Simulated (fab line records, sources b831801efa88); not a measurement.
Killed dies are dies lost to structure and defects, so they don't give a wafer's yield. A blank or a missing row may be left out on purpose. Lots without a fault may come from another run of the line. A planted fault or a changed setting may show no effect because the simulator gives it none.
fab line records | flow sky130 | part 1 of 2: steps 1 to 34 of 35
record lots=7 wafers=21 last_day=50
route steps=708 shown SD_P@327 RES_XHIGH@332 SD_N@342 SALICIDE@361 PAD_OPEN@708
lots that met no fault: from a run of the same line without faults
start_h: hours from the record's first day to the start of the lot's first wafer shown | wait_h: hours since the lot's step before | " the same as in the row above | L1.1+2: a row that stands for several wafers | - no value, or no start given | * or withheld: withheld | < > ~ a bound
route shown NAME@n: a module of which the file shows steps, and the number in the route of the first | usual: mean/standard deviation of fault-free wafers | same: alike in all rows | chamber/n: place in a boat | sites: the reading at each site | _std_site: their standard deviation | _edge_site: outer sites' mean less inner sites' | radius_mm: how far each site lies from the wafer's centre | mask NAME#n: copy n | behind: the tool/chamber that last shaped the wafer | hold: why the lot was held/for how many hours/how that ended | device: the transistor (n, p or np) that didn't switch | end of line: the same wafers' tests at the end of the route | a step without rows: its recipe alone | killed: dies lost to structure and defects at the first sort, not the wafer's yield | map: a wafer's dies, x killed, . not, _ none there
set.NAME: the setting as run; set.NAME@STEP: as run at that earlier step | model.NAME: the simulator's own value behind a step, which no gauge read
lots at some steps of the route; a table a step, a row a wafer
services: from which hour (start_h, from the record's first day; less than 0 if before it) a tool's chamber was out of use, for how many hours, and why
## steps
# step SKY_SD_P_CD_MEAS_07
# recipe target_cd_nm=380
# usual cd_nm=380.4/2.5
# columns lot.wafer tool chamber start_h wait_h cd_nm
L118.2 cd_sem-02 - 589.51 0.1 383.9
L118.4 " - " " 382.9
L118.6 " - " " 381.7
L127.1 cd_sem-02 - 667.83 0.1 376.3
L127.3 " - " " 378.9
L127.5 " - " " 378.1
L128.2 cd_sem-02 - 673.86 0.1 379.7
L128.4 " - " " 378.0
L128.6 " - " " 375.9
L129.2 cd_sem-01 - 684.21 0.1 377.9
L129.4 " - " " 379.0
L129.6 " - " " 378.3
L136.1 cd_sem-02 - 736.14 0.1 384.6
L136.2 " - " " 383.6
L136.6 " - " " 381.6
L138.2 cd_sem-01 - 753.40 0.1 378.5
L138.4 " - " " 382.0
L138.6 " - " " 381.5
L141.1 cd_sem-01 - 787.89 0.1 380.2
L141.2 " - " " 380.9
L141.6 " - " " 379.7
# step SKY_SD_P_OVL_MEAS_08
# usual SD_P_OVL=-1.4/1.4
# columns lot.wafer tool chamber start_h wait_h SD_P_OVL[nm]
L118.2 overlay-02 - 589.62 0.1 0.5
L118.4 " - " " -0.2
L118.6 " - " " -1.9
L127.1 overlay-01 - 667.95 0.1 -0.6
L127.3 " - " " 1.0
L127.5 " - " " -0.2
L128.2 overlay-02 - 673.97 0.1 -0.6
L128.4 " - " " -1.8
L128.6 " - " " -1.9
L129.2 overlay-02 - 684.32 0.1 -1.0
L129.4 " - " " -1.4
L129.6 " - " " -2.1
L136.1 overlay-01 - 736.26 0.1 -1.1
L136.2 " - " " -3.1
L136.6 " - " " -2.8
L138.2 overlay-01 - 753.51 0.1 -0.2
L138.4 " - " " -1.2
L138.6 " - " " -2.3
L141.1 overlay-01 - 788.01 0.1 -0.9
L141.2 " - " " -0.3
L141.6 " - " " 1.8
# step SKY_SD_P_IMPLANT_09
# recipe species=BF2 energy_kev=20 dose_cm2=3e+15 tilt_deg=0
# step SKY_SD_P_STRIP_10
# recipe chemistry=O2/N2 power_w=1400 pressure_mtorr=1500 platen_temp_c=withheld o2_flow_sccm=3000 n2_flow_sccm=300 overash_fraction=0.5
# usual chamber_pressure_mTorr=1500.0/1.3 drypump_motor_current_A=5.90/0.28 oes_product_au=0.618/0.0047 strip_time_to_endpoint_s=17.51/0.038
# columns lot.wafer tool chamber start_h wait_h chamber_pressure_mTorr drypump_motor_current_A oes_product_au rf_hours_counter_h strip_time_to_endpoint_s
L118.2 plasma_asher-03 1 589.80 0.1 1500.6 6.14 0.622 44 17.50
L118.4 " 0 " " 1500.4 5.71 0.617 - 17.53
L118.6 " 0 " " 1499.6 5.70 0.622 - 17.50
L127.1 plasma_asher-03 0 668.13 0.1 1498.2 5.69 0.618 52 17.53
L127.3 " 1 " " 1501.4 6.17 0.615 - 17.48
L127.5 " 0 " " 1498.1 5.71 0.622 - 17.48
L128.2 plasma_asher-01 1 674.15 0.1 1499.0 5.45 0.613 98 17.59
L128.4 " 0 " " 1499.2 5.81 0.612 - 17.56
L128.6 " 1 " " 1500.0 5.46 0.613 - 17.54
L129.2 plasma_asher-01 0 684.50 0.1 1500.4 5.78 0.606 99 17.47
L129.4 " 1 " " 1501.2 5.48 0.615 - 17.47
L129.6 " 1 " " 1500.8 5.48 0.621 - 17.55
L136.1 plasma_asher-04 0 736.44 0.1 1499.2 6.25 0.616 32 17.50
L136.2 " 1 " " 1501.7 6.11 0.606 32 17.52
L136.6 " 0 " " 1501.0 6.23 0.624 - 17.49
L138.2 plasma_asher-04 0 753.69 0.1 1498.6 6.25 0.619 33 17.48
L138.4 " 1 " " 1498.8 6.11 0.618 - 17.49
L138.6 " 1 " " 1499.4 6.10 0.621 - 17.49
L141.1 plasma_asher-03 1 788.20 0.1 1500.9 6.20 0.621 64 17.57
L141.2 " 0 " " 1500.8 5.72 0.621 64 17.56
L141.6 " 1 " " 1498.6 6.22 0.615 - 17.55
# step SKY_SD_P_TW_MEAS_11
# usual SD_P_TW=2817/19
# columns lot.wafer tool chamber start_h wait_h SD_P_TW
L118.2 film_metro-03 - 589.91 0.1 2817
L118.4 " - " " 2814
L118.6 " - " " 2803
L127.1 film_metro-02 - 668.23 0.1 2787
L127.3 " - " " 2798
L127.5 " - " " 2785
L128.2 film_metro-03 - 674.26 0.1 2849
L128.4 " - " " 2834
L128.6 " - " " 2830
L129.2 film_metro-03 - 684.61 0.1 2826
L129.4 " - " " 2827
L129.6 " - " " 2829
L136.1 film_metro-01 - 736.54 0.1 2811
L136.2 " - " " 2818
L136.6 " - " " 2802
L138.2 film_metro-01 - 753.80 0.1 2832
L138.4 " - " " 2820
L138.6 " - " " 2823
L141.1 film_metro-02 - 788.30 0.1 2777
L141.2 " - " " 2782
L141.6 " - " " 2780
# step SKY_RES_XHIGH_DEHYDRATE_00
# recipe temp_c=200 time_s=60
# step SKY_RES_XHIGH_HMDS_01
# recipe prime_time_s=60 prime_temp_c=120
# step SKY_RES_XHIGH_COAT_02
# recipe resist=NOVOLAK spin_rpm=3000 resist_thk_nm=1140
# step SKY_RES_XHIGH_SOFTBAKE_03
# recipe temp_c=90 time_s=60 resist=NOVOLAK
# step SKY_RES_XHIGH_EXPOSE_04
# recipe mask_id=URPM na=0.6 source_shape=conventional sigma_outer=0.6 polarization=unpolarized target_cd_nm=1270 dose_mj=140
# step SKY_RES_XHIGH_PEB_05
# recipe temp_c=withheld time_s=* resist=NOVOLAK
# step SKY_RES_XHIGH_DEVELOP_06
# recipe resist=NOVOLAK developer=TMAH develop_time_s=60 dev_temp_c=23
# step SKY_RES_XHIGH_IMPLANT_07
# recipe species=BF2 energy_kev=20 dose_cm2=3.6e+14 tilt_deg=0
# usual beam_on_s=39.9/0.8 dose_ions_cm2=3.6e+14/3.7e+11 end_station_pressure_torr=5.21e-06/2.6e-07
# columns lot.wafer tool chamber start_h wait_h beam_on_s dose_ions_cm2 end_station_pressure_torr
L118.2 implanter-02 0 619.01 0.1 40.7 3.6e+14 5.09e-06
L118.4 " 0 " " 38.0 3.599e+14 5.39e-06
L118.6 " 0 " " 39.6 3.605e+14 5.33e-06
L127.1 implanter-01 0 695.55 0.1 36.8 3.278e+14 5.48e-06
L127.3 " 0 " " 36.2 3.277e+14 5.05e-06
L127.5 " 0 " " 36.9 3.281e+14 5.13e-06
L128.2 implanter-01 0 701.78 0.1 35.2 3.275e+14 5.22e-06
L128.4 " 0 " " 35.9 3.276e+14 5.33e-06
L128.6 " 0 " " 36.1 3.275e+14 5.14e-06
L129.2 implanter-01 0 711.97 0.1 35.7 3.282e+14 5.12e-06
L129.4 " 0 " " 37.9 3.269e+14 5.44e-06
L129.6 " 0 " " 36.1 3.281e+14 4.95e-06
L136.1 implanter-02 0 762.60 0.1 39.3 3.6e+14 5.2e-06
L136.2 " 0 " " 40.2 3.6e+14 5e-06
L136.6 " 0 " " 40.7 3.597e+14 5.6e-06
L138.2 implanter-01 0 780.42 0.1 40.2 3.596e+14 5.33e-06
L138.4 " 0 " " 40.7 3.595e+14 5.1e-06
L138.6 " 0 " " 39.3 3.596e+14 5.02e-06
L141.1 implanter-01 0 813.74 0.1 40.1 3.602e+14 5.34e-06
L141.2 " 0 " " 40.5 3.6e+14 5.09e-06
L141.6 " 0 " " 40.6 3.603e+14 5.75e-06
# step SKY_RES_XHIGH_STRIP_08
# recipe chemistry=O2/N2 power_w=1400 pressure_mtorr=1500 platen_temp_c=withheld o2_flow_sccm=3000 n2_flow_sccm=300 overash_fraction=0.5
# usual chamber_pressure_mTorr=1500.0/1.2 drypump_motor_current_A=5.98/0.29 oes_product_au=0.711/0.005 strip_time_to_endpoint_s=14.28/0.037
# columns lot.wafer tool chamber start_h wait_h chamber_pressure_mTorr drypump_motor_current_A oes_product_au rf_hours_counter_h strip_time_to_endpoint_s
L118.2 plasma_asher-01 0 619.14 0.1 1499.0 5.81 0.706 93 14.24
L118.4 " 1 " " 1499.6 5.47 0.714 - 14.21
L118.6 " 0 " " 1500.2 5.81 0.708 - 14.24
L127.1 plasma_asher-04 1 695.70 0.1 1502.3 6.11 0.711 28 14.28
L127.3 " 1 " " 1499.6 6.11 0.716 - 14.26
L127.5 " 1 " " 1501.0 6.09 0.718 - 14.25
L128.2 plasma_asher-02 0 701.90 0.1 1498.8 6.04 0.717 91 14.26
L128.4 " 0 " " 1499.7 6.01 0.710 - 14.26
L128.6 " 1 " " 1500.2 6.31 0.721 - 14.27
L129.2 plasma_asher-04 0 712.09 0.1 1499.5 6.23 0.710 29 14.18
L129.4 " 0 " " 1499.6 6.23 0.714 - 14.22
L129.6 " 1 " " 1498.5 6.11 0.722 - 14.20
L136.1 plasma_asher-04 0 762.75 0.1 1501.3 6.21 0.717 34 14.27
L136.2 " 1 " " 1498.1 6.11 0.712 34 14.20
L136.6 " 0 " " 1498.6 6.25 0.700 - 14.30
L138.2 plasma_asher-04 1 780.54 0.1 1499.6 6.10 0.700 36 14.22
L138.4 " 0 " " 1500.1 6.24 0.715 - 14.26
L138.6 " 1 " " 1500.7 6.11 0.714 - 14.22
L141.1 plasma_asher-01 1 813.89 0.1 1501.9 5.45 0.708 6 14.31
L141.2 " 0 " " 1499.5 5.84 0.713 6 14.29
L141.6 " 0 " " 1499.0 5.79 0.707 - 14.32
# step SKY_RES_XHIGH_TW_MEAS_09
# usual RES_XHIGH_TW=1634/11
# columns lot.wafer tool chamber start_h wait_h RES_XHIGH_TW
L118.2 film_metro-02 - 619.25 0.1 1619
L118.4 " - " " 1610
L118.6 " - " " 1622
L127.1 film_metro-01 - 695.80 0.1 1585
L127.3 " - " " 1597
L127.5 " - " " 1592
L128.2 film_metro-01 - 702.01 0.1 1601
L128.4 " - " " 1604
L128.6 " - " " 1594
L129.2 film_metro-02 - 712.20 0.1 1586
L129.4 " - " " 1580
L129.6 " - " " 1583
L136.1 film_metro-01 - 762.85 0.1 1639
L136.2 " - " " 1634
L136.6 " - " " 1643
L138.2 film_metro-01 - 780.65 0.1 1641
L138.4 " - " " 1636
L138.6 " - " " 1632
L141.1 film_metro-01 - 813.99 0.1 1629
L141.2 " - " " 1633
L141.6 " - " " 1637
# step SKY_SD_N_DEHYDRATE_00
# recipe temp_c=200 time_s=60
# step SKY_SD_N_HMDS_01
# recipe prime_time_s=60 prime_temp_c=120
# step SKY_SD_N_COAT_02
# recipe resist=NOVOLAK spin_rpm=3000 resist_thk_nm=1140
# step SKY_SD_N_SOFTBAKE_03
# recipe temp_c=90 time_s=60 resist=NOVOLAK
# step SKY_SD_N_EXPOSE_04
# recipe mask_id=NSDM na=0.6 source_shape=conventional sigma_outer=0.6 polarization=unpolarized target_cd_nm=380 dose_mj=141
# step SKY_SD_N_PEB_05
# recipe temp_c=withheld time_s=* resist=NOVOLAK
# step SKY_SD_N_DEVELOP_06
# recipe resist=NOVOLAK developer=TMAH develop_time_s=60 dev_temp_c=23
# step SKY_SD_N_CD_MEAS_07
# recipe target_cd_nm=380
# usual cd_nm=380.2/2.1
# columns lot.wafer tool chamber start_h wait_h cd_nm
L118.2 cd_sem-02 - 647.61 0.1 380.2
L118.4 " - " " 380.5
L118.6 " - " " 380.7
L127.1 cd_sem-01 - 723.89 0.1 381.1
L127.3 " - " " 379.8
L127.5 " - " " 380.3
L128.2 cd_sem-02 - 731.15 0.1 378.7
L128.4 " - " " 380.4
L128.6 " - " " 380.4
L129.2 cd_sem-01 - 739.32 0.1 379.6
L129.4 " - " " 378.4
L129.6 " - " " 379.2
L136.1 cd_sem-02 - 789.19 0.1 383.9
L136.2 " - " " 383.9
L136.6 " - " " 381.9
L138.2 cd_sem-02 - 806.80 0.1 381.5
L138.4 " - " " 381.7
L138.6 " - " " 379.4
L141.1 cd_sem-02 - 840.25 0.1 379.3
L141.2 " - " " 382.2
L141.6 " - " " 381.8
# step SKY_SD_N_OVL_MEAS_08
# usual SD_N_OVL=0.9/1.1
# columns lot.wafer tool chamber start_h wait_h SD_N_OVL[nm]
L118.2 overlay-01 - 647.72 0.1 2.6
L118.4 " - " " 1.3
L118.6 " - " " -0.2
L127.1 overlay-01 - 724.01 0.1 1.4
L127.3 " - " " 1.0
L127.5 " - " " 0.8
L128.2 overlay-01 - 731.26 0.1 2.3
L128.4 " - " " 0.8
L128.6 " - " " 0.2
L129.2 overlay-01 - 739.43 0.1 -0.7
L129.4 " - " " 0.2
L129.6 " - " " 0.6
L136.1 overlay-01 - 789.31 0.1 1.4
L136.2 " - " " 2.6
L136.6 " - " " 1.6
L138.2 overlay-02 - 806.91 0.1 -0.5
L138.4 " - " " -0.8
L138.6 " - " " 0.8
L141.1 overlay-01 - 840.37 0.1 1.8
L141.2 " - " " 0.5
L141.6 " - " " 0.1
# step SKY_SD_N_IMPLANT_09
# recipe species=As energy_kev=50 dose_cm2=4e+15 tilt_deg=0
# step SKY_SD_N_IMPLANT_10
# recipe species=P energy_kev=20 dose_cm2=1e+14 tilt_deg=0
# step SKY_SD_N_STRIP_11
# recipe chemistry=O2/N2 power_w=1400 pressure_mtorr=1500 platen_temp_c=withheld o2_flow_sccm=3000 n2_flow_sccm=300 overash_fraction=0.5
# usual chamber_pressure_mTorr=1500.2/1.5 drypump_motor_current_A=6.13/0.19 oes_product_au=0.528/0.0046 strip_time_to_endpoint_s=22.56/0.043
# columns lot.wafer tool chamber start_h wait_h chamber_pressure_mTorr drypump_motor_current_A oes_product_au rf_hours_counter_h strip_time_to_endpoint_s
L118.2 plasma_asher-02 0 648.05 0.1 1503.1 6.07 0.532 85 22.54
L118.4 " 1 " " 1500.6 6.34 0.534 - 22.53
L118.6 " 1 " " 1499.9 6.35 0.528 - 22.54
L127.1 plasma_asher-04 0 724.35 0.1 1499.4 6.25 0.529 30 22.55
L127.3 " 0 " " 1502.1 6.23 0.526 - 22.59
L127.5 " 0 " " 1499.0 6.23 0.530 - 22.58
L128.2 plasma_asher-04 1 731.59 0.1 1500.8 6.09 0.534 31 22.63
L128.4 " 1 " " 1502.1 6.09 0.533 - 22.62
L128.6 " 1 " " 1502.4 6.10 0.530 - 22.63
L129.2 plasma_asher-02 1 739.76 0.1 1496.9 6.35 0.526 95 22.48
L129.4 " 0 " " 1500.9 6.11 0.527 - 22.47
L129.6 " 0 " " 1501.0 6.11 0.529 - 22.56
L136.1 plasma_asher-04 1 789.65 0.1 1501.2 6.10 0.527 37 22.61
L136.2 " 0 " " 1498.8 6.22 0.530 37 22.57
L136.6 " 1 " " 1499.4 6.10 0.532 - 22.59
L138.2 plasma_asher-02 1 807.24 0.1 1498.6 6.34 0.523 102 22.47
L138.4 " 0 " " 1500.7 6.05 0.521 - 22.50
L138.6 " 1 " " 1498.0 6.34 0.526 - 22.47
L141.1 plasma_asher-02 0 840.71 0.1 1502.6 6.06 0.525 106 22.58
L141.2 " 1 " " 1502.1 6.36 0.537 106 22.56
L141.6 " 0 " " 1498.3 6.07 0.531 - 22.49
# step SKY_SD_N_TW_MEAS_12
# usual SD_N_TW=3966/25
# columns lot.wafer tool chamber start_h wait_h SD_N_TW
L118.2 film_metro-01 - 648.16 0.1 3958
L118.4 " - " " 3965
L118.6 " - " " 3965
L127.1 film_metro-02 - 724.45 0.1 3896
L127.3 " - " " 3908
L127.5 " - " " 3943
L128.2 film_metro-03 - 731.70 0.1 4009
L128.4 " - " " 3999
L128.6 " - " " 4008
L129.2 film_metro-02 - 739.87 0.1 3910
L129.4 " - " " 3907
L129.6 " - " " 3921
L136.1 film_metro-02 - 789.75 0.1 3918
L136.2 " - " " 3940
L136.6 " - " " 3926
L138.2 film_metro-02 - 807.35 0.1 3936
L138.4 " - " " 3941
L138.6 " - " " 3945
L141.1 film_metro-02 - 840.81 0.1 3970
L141.2 " - " " 3950
L141.6 " - " " 3973
# step SKY_SD_N_CLEAN_13
# recipe chemistry=SC1/SC2 mix=1:4:20 temp_c=70 time_s=150 dry=n2_spin
# step SKY_SD_N_RTA_14
# recipe temp_c=1075 time_s=2 idle_temp_c=650 ramp_up_c_per_s=150 ramp_down_c_per_s=90 ambient=N2
# usual lamp_power_pct=15.74/0.053 wafer_temp_C_max=1078.0/1.3
# columns lot.wafer tool chamber start_h wait_h lamp_power_pct wafer_temp_C_max
L118.2 rtp_anneal-01 0 648.27 0.0 15.77 1077.4
L118.4 " 0 " " 15.77 1078.8
L118.6 " 0 " " 15.72 1076.3
L127.1 rtp_anneal-02 0 724.56 0.0 15.77 1076.8
L127.3 " 0 " " 15.75 1080.5
L127.5 " 0 " " 15.76 1077.8
L128.2 rtp_anneal-01 0 731.80 0.0 15.72 1078.5
L128.4 " 0 " " 15.77 1081.0
L128.6 " 0 " " 15.63 1076.2
L129.2 rtp_anneal-02 0 739.98 0.0 15.78 1079.1
L129.4 " 0 " " 15.74 1078.4
L129.6 " 0 " " 15.76 1079.3
L136.1 rtp_anneal-01 0 789.86 0.0 15.66 1077.1
L136.2 " 0 " " 15.76 1077.0
L136.6 " 0 " " 15.73 1078.3
L138.2 rtp_anneal-01 0 807.50 0.0 15.72 1078.9
L138.4 " 0 " " 15.82 1077.3
L138.6 " 0 " " 15.76 1077.8
L141.1 rtp_anneal-02 0 840.92 0.0 15.75 1078.2
L141.2 " 0 " " 15.77 1077.0
L141.6 " 0 " " 15.75 1077.9
# step SKY_SD_N_RS_MEAS_16
# recipe thk_meas_gauge=four-point-probe
# usual SD_N_RS=68.47/0.1
# columns lot.wafer tool chamber start_h wait_h SD_N_RS[ohm/sq]
L118.2 film_metro-02 - 648.45 0.1 68.54
L118.4 " - " " 68.42
L118.6 " - " " 68.36
L127.1 film_metro-01 - 724.73 0.1 68.25
L127.3 " - " " 68.36
L127.5 " - " " 68.45
L128.2 film_metro-02 - 731.99 0.1 68.56
L128.4 " - " " 68.33
L128.6 " - " " 68.53
L129.2 film_metro-02 - 740.16 0.1 68.47
L129.4 " - " " 68.40
L129.6 " - " " 68.62
L136.1 film_metro-02 - 790.03 0.1 68.29
L136.2 " - " " 68.48
L136.6 " - " " 68.50
L138.2 film_metro-03 - 807.69 0.1 68.32
L138.4 " - " " 68.60
L138.6 " - " " 68.23
L141.1 film_metro-01 - 841.10 0.1 68.46
L141.2 " - " " 68.50
L141.6 " - " " 68.48
# step SKY_SD_N_RS_MEAS_17
# recipe thk_meas_gauge=four-point-probe
# usual SD_P_RS=147.0/0.33
# columns lot.wafer tool chamber start_h wait_h SD_P_RS[ohm/sq]
L118.2 film_metro-02 - 648.57 0.1 146.4
L118.4 " - " " 146.9
L118.6 " - " " 146.9
L127.1 film_metro-01 - 724.85 0.1 146.5
L127.3 " - " " 146.6
L127.5 " - " " 146.4
L128.2 film_metro-02 - 732.11 0.1 147.3
L128.4 " - " " 147.1
L128.6 " - " " 147.6
L129.2 film_metro-02 - 740.28 0.1 146.6
L129.4 " - " " 146.8
L129.6 " - " " 147.5
L136.1 film_metro-02 - 790.15 0.1 146.9
L136.2 " - " " 147.0
L136.6 " - " " 147.2
L138.2 film_metro-03 - 807.81 0.1 146.8
L138.4 " - " " 147.5
L138.6 " - " " 146.9
L141.1 film_metro-01 - 841.22 0.1 147.0
L141.2 " - " " 146.8
L141.6 " - " " 146.6
# step SKY_SD_N_RS_MEAS_18
# recipe thk_meas_gauge=four-point-probe
# usual RES_XHIGH_RS=332.9/1.2
# columns lot.wafer tool chamber start_h wait_h RES_XHIGH_RS[ohm/sq]
L118.2 film_metro-02 - 648.69 0.1 333.2
L118.4 " - " " 334.5
L118.6 " - " " 334.7
L127.1 film_metro-01 - 724.97 0.1 356.8
L127.3 " - " " 359.0
L127.5 " - " " 356.8
L128.2 film_metro-02 - 732.23 0.1 356.4
L128.4 " - " " 357.7
L128.6 " - " " 356.5
L129.2 film_metro-02 - 740.40 0.1 356.3
L129.4 " - " " 355.1
L129.6 " - " " 359.3
L136.1 film_metro-02 - 790.27 0.1 336.0
L136.2 " - " " 334.5
L136.6 " - " " 334.1
L138.2 film_metro-03 - 807.93 0.1 333.5
L138.4 " - " " 332.6
L138.6 " - " " 333.2
L141.1 film_metro-01 - 841.34 0.1 334.9
L141.2 " - " " 334.0
L141.6 " - " " 332.7
# step SKY_SALICIDE_CLEAN_00
# recipe chemistry=HF-last time_s=30 dilution=100:1 dry=ipa_marangoni
## key
first_sign step=SKY_RES_XHIGH_IMPLANT_07 reading=dose_ions_cm2 direction=down sigmas=86 usual=* struck=*
effect step=SKY_RES_XHIGH_IMPLANT_07 reading=beam_on_s direction=down sigmas=4.4 usual=39.9 struck=36.3
effect step=SKY_RES_XHIGH_TW_MEAS_09 reading=RES_XHIGH_TW direction=down sigmas=3.9 usual=1634 struck=1591
effect step=SKY_SD_N_RS_MEAS_18 reading=RES_XHIGH_RS direction=up sigmas=20 usual=332.9 struck=357.1
model_effect step=SKY_PAD_OPEN_PROBE_99 value=etest.res_xhigh_po.line_ohm_um without=5878 struck=7076
met_at SKY_RES_XHIGH_IMPLANT_07
struck_wafers L127.1,L127.3,L127.5,L128.2,L128.4,L128.6,L129.2,L129.4,L129.6
sort_left_out L128.2,L128.4,L128.6
tester_left_out L127,L128,L129
fault kind=process_parameter_drift tool=implanter-01 chamber=- onset_h=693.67 steps=SKY_RES_XHIGH_IMPLANT_07 channel=dose_cm2 offset=* shape=step end_h=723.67 acts_in=* stated=*
# tester_left_out: of these lots the tester's yield and bins aren't shown, on N5 and GAA mostly nor the transistor test; their killed dies are dies lost to structure and defects alone, not to doping, threshold or leakage, so they don't give the yield
# sort_left_out: the simulated sort isn't trusted on such a fault, so these wafers' sort isn't shown, and their yield isn't known
